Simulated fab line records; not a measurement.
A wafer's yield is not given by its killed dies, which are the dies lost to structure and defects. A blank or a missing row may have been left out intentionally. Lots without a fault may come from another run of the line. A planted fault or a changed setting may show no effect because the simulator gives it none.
Which tool is to blame?    flow sky130    15 lots, 45 wafers sampled, at 3 steps of a route of 708

WHAT THE GAUGES SHOWED, per wafer
SKY_METAL2_OVL_MEAS_16.
lot   measured      on          METAL2_OVL (nm)
L426  day 35 02:16  overlay-02  -3 0 -1
L427  day 35 16:07  overlay-01  -6 -3 -10
L428  day 35 21:39  overlay-02  - - -
L429  day 36 06:49  overlay-01  - - -
L430  day 36 15:08  overlay-02  - - -
L438  day 39 03:40  overlay-01  1 -1 1
L439  day 39 07:47  overlay-02  -5 1 0
L440  day 39 11:46  overlay-01  -1 7 -10
L441  day 39 14:52  overlay-01  9 1 2
L442  day 40 07:58  overlay-01  5 1 3
L443  day 40 08:46  overlay-01  -1 -4 1
L444  day 40 17:59  overlay-02  0 6 4
L447  day 41 15:41  overlay-01  -2 -4 3
L448  day 42 04:17  overlay-01  -9 -4 -6
L449  day 42 08:22  overlay-01  -3 -5 -7

TOOL THAT RAN EACH LOT (tool first, then ch and the chambers of the sampled wafers, then the start)
lot   SKY_METAL2_SPUTTER_01         SKY_METAL2_PEB_13
L426  pvd sputter-03, day 33 23:39  litho track-01 ch 0, day 35 01:00
L427  pvd sputter-04, day 34 11:21  litho track-01 ch 0, day 35 15:00
L428  pvd sputter-03, day 34 19:25  litho track-04, day 35 21:00
L429  pvd sputter-04, day 35 04:19  litho track-02, day 36 06:00
L430  pvd sputter-03, day 35 12:14  litho track-04, day 36 14:00
L438  pvd sputter-03, day 38 02:01  litho track-02 ch 0, day 39 03:00
L439  pvd sputter-03, day 38 06:43  litho track-04 ch 0, day 39 07:00
L440  pvd sputter-03, day 38 11:01  litho track-02 ch 0, day 39 11:00
L441  pvd sputter-03, day 38 13:33  litho track-01 ch 0, day 39 14:00
L442  pvd sputter-03, day 39 07:40  litho track-02 ch 0, day 40 07:00
L443  pvd sputter-03, day 39 08:12  litho track-01 ch 0, day 40 08:00
L444  pvd sputter-04, day 39 17:37  litho track-04 ch 0, day 40 17:00
L447  pvd sputter-03, day 40 15:26  litho track-04 ch 0, day 41 15:00
L448  pvd sputter-01, day 41 04:40  litho track-04 ch 0, day 42 03:00
L449  pvd sputter-03, day 41 08:29  litho track-01 ch 0, day 42 07:00
- SKY_METAL2_SPUTTER_01: material TiN, target thk 20 nm, time 16.7 s.
- SKY_METAL2_PEB_13

AS READ BY THE TOOLS THEMSELVES (means over the sampled wafers that have a number; for cases with no such wafer, the mark the record gives instead)
SKY_METAL2_SPUTTER_01.
lot   tool            throttle valve pct (%)
L426  pvd sputter-03  31.4
L427  pvd sputter-04  28.6
L428  pvd sputter-03  30.1
L429  pvd sputter-04  28.5
L430  pvd sputter-03  29.8
L438  pvd sputter-03  30.4
L439  pvd sputter-03  29.6
L440  pvd sputter-03  30.2
L441  pvd sputter-03  30.1
L442  pvd sputter-03  31.6
L443  pvd sputter-03  30.4
L444  pvd sputter-04  29.5
L447  pvd sputter-03  30.7
L448  pvd sputter-01  29.5
L449  pvd sputter-03  31.9

SKY_METAL2_PEB_13.
lot   tool            exhaust pa (Pa)
L426  litho track-01  44.6
L427  litho track-01  45.2
L428  litho track-04  -
L429  litho track-02  -
L430  litho track-04  -
L438  litho track-02  45.3
L439  litho track-04  46.5
L440  litho track-02  45.1
L441  litho track-01  44.5
L442  litho track-02  46.3
L443  litho track-01  44.7
L444  litho track-04  44.2
L447  litho track-04  45.3
L448  litho track-04  44.7
L449  litho track-01  45.7

THE ANSWER, worked out from the rows above alone
Rule: the lots themselves supply what counts as usual. The widest of any qualifying gaps counts: lots, ordered by their means at a reading, are off when they make up no more than a third of the lots, leave a main group of 4 or more, and stand apart from it by 3 or more times the standard deviation of that group's means. A main group is skipped when, at the precision printed for the reading in the tables above, its means are all equal. A lot without any number at a reading at which 4 lots or more have one is off too. Any other lot the step has rows for is counted as sound. First the gauges in route order, then the tools' own readings, where a lot's mean is used as printed above. The first step at which some lot is off is used, and at that step the reading that is off furthest; a lot without a number counts as furthest.
Off: L428, L429, L430, at SKY_METAL2_OVL_MEAS_16 (METAL2_OVL). Without a number there: L428, L429, L430. Mean -1 nm and standard deviation 3.4 in the main group.
If a tool, at a process step before that reading, ran all the lots that are off and no sound lot after the first of them, it fits. Not tried: the gauges at SKY_METAL2_OVL_MEAS_16; whatever is off there is also off at SKY_METAL2_PEB_13, on other tools, and gauge error can't account for it. Of those tried, none fits.

WHAT THE SIMULATOR HAD INSERTED
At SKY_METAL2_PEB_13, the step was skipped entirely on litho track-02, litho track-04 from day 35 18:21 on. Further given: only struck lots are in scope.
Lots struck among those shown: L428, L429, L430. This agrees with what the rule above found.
